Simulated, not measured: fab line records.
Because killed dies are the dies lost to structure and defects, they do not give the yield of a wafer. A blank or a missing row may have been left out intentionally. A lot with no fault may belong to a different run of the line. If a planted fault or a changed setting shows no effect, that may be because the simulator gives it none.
A lot that was struck, set against a sound lot    flow sky130    15 out of 708 route steps
Sound: the wafers L157.2, L157.3, L157.4. Struck: wafer L167.2 (L167.1, L167.4, from the same lot, were not struck and are left out); the cause is given at the end.
For every step that has rows: the tool of each side, followed by ch and its chambers, followed by its first start. Under that, the readings that differ: sound wafers    struck wafers    difference of the means    sigmas: that difference in standard deviations of wafers without a fault.
alike: readings whose means differ by less than 2 such deviations, and words and numbers that are the same on both sides. not compared: withheld readings, readings that some wafer has no value for, bounds like >300 that may hide the same value, and numbers for which the record gives no deviation and whose values overlap.
Wherever a step has rows on one side only, a row that says differs or no value, or a row with sigmas, the two part there. When numbers do not overlap yet have no deviation, they are printed without sigmas and do not part them. Lack of a reading on every wafer of one side parts them only where that side has two or more wafers.

first, 5 steps without rows for these wafers: SKY_CONTACT_STRIP_19 (strips in O2/N2); SKY_CONTACT_STRIP_20 (strips in post etch residue remover, time 1200 s); SKY_CONTACT_CLEAN_21 (cleans in IPA, time 180 s); SKY_CONTACT_CLEAN_22 (cleans in O3/DIW); SKY_CONTACT_SPUTTER_23 (material TiN, target thk 20 nm, time 80 s).
SKY_CONTACT_CVD_24: deposits W, target thk 340 nm, time 102.12 s.
  sound on cvd-w-02 ch 0,1, day 32 12:37; struck on cvd-w-02 ch 0, day 35 15:13
reading               sound                 struck  difference  sigmas
susceptor-temp-C (C)  399.81 399.83 399.86  400.53  +0.70       +3
  alike: heater-power-outer-w, heater-power-w
SKY_CONTACT_RS_MEAS_25: uses a four-point probe to measure.
  sound: film-metro-02 at day 32 12:45; struck: film-metro-04 at day 35 15:20
  alike: CONTACT_W_RS
SKY_CONTACT_THK_MEAS_26: measures by xrf.
  sound: film-metro-02 at day 32 12:52; struck: film-metro-04 at day 35 15:27
  alike: CONTACT_W_THK
SKY_CONTACT_CMP_27: polishes, stops on SiO2, t overpolish 15 s, target thk 0 nm.
  sound on cmp-01 ch 0,1,3, day 32 12:55; struck on cmp-02 ch 2, day 35 15:34
reading              sound          struck  difference  sigmas
motor-current-A (A)  11.0 12.2 9.6  8.6     -2.3        -2
  alike: edge-zone-pressure-frac, overpolish-run-s, time-to-endpoint-s
SKY_METAL1_SPUTTER_00: material Ti, target thk 15 nm, time 10 s.
  sound: pvd-sputter-03 at day 32 13:13; struck: pvd-sputter-03 at day 35 15:49
  alike: throttle-valve-pct
SKY_METAL1_SPUTTER_01: material TiN, target thk 20 nm, time 16.7 s.
  sound: pvd-sputter-03 at day 32 13:14; struck: pvd-sputter-03 at day 35 15:50
  alike: throttle-valve-pct
SKY_METAL1_SPUTTER_02: material AlCu, target thk 250 nm, time 13.3 s.
  sound: pvd-sputter-03 at day 32 13:16; struck: pvd-sputter-03 at day 35 15:52
  alike: throttle-valve-pct
SKY_METAL1_SPUTTER_03: material Ti, target thk 5 nm, time 3.3 s.
  sound: pvd-sputter-03 at day 32 13:17; struck: pvd-sputter-03 at day 35 15:53
reading                                    sound              struck  difference  sigmas
model.Ti_of_METAL1_SPUTTER_03.thk-nm (nm)  5.088 4.988 4.858  8.592   +3.614      
  alike: throttle-valve-pct
then, 1 step without rows for these wafers: SKY_METAL1_SPUTTER_04 (material TiN, target thk 70 nm, time 58.3 s).
-- the record jumps here: 13 days lie between the struck wafers' starts before and after (it left off in module METAL1 and takes up again in module PAD_OPEN, whose first step shown is number 708 of the route) --
SKY_PAD_OPEN_PROBE_99:
  sound: prober-02 at day 46 13:53; struck: prober-01 at day 48 18:31
reading                     sound                 struck  difference  sigmas
model.etest.met1.rs-ohm-sq  0.1311 0.1291 0.1288  0.1324  +0.0027     
  alike: defect-limited-yield, killed_at_M0_to_M3, killed_at_M4_up, killed-at-contacts, killed-at-front-end, killed-at-other, killed-dies, killed-open, killed-short, sort_bin_3_pad_short, sort_bin_5_function, sort_bin_6_memory, sort-n-pass, sort-yield-pct

## WHERE THEY PART
First at SKY_CONTACT_CVD_24; last, within this record, at SKY_CONTACT_CMP_27. Later steps at which nothing parts them and some readings are alike: SKY_METAL1_SPUTTER_00, SKY_METAL1_SPUTTER_01, SKY_METAL1_SPUTTER_02, SKY_METAL1_SPUTTER_03, SKY_PAD_OPEN_PROBE_99.

WHY: what had been put in by the simulator
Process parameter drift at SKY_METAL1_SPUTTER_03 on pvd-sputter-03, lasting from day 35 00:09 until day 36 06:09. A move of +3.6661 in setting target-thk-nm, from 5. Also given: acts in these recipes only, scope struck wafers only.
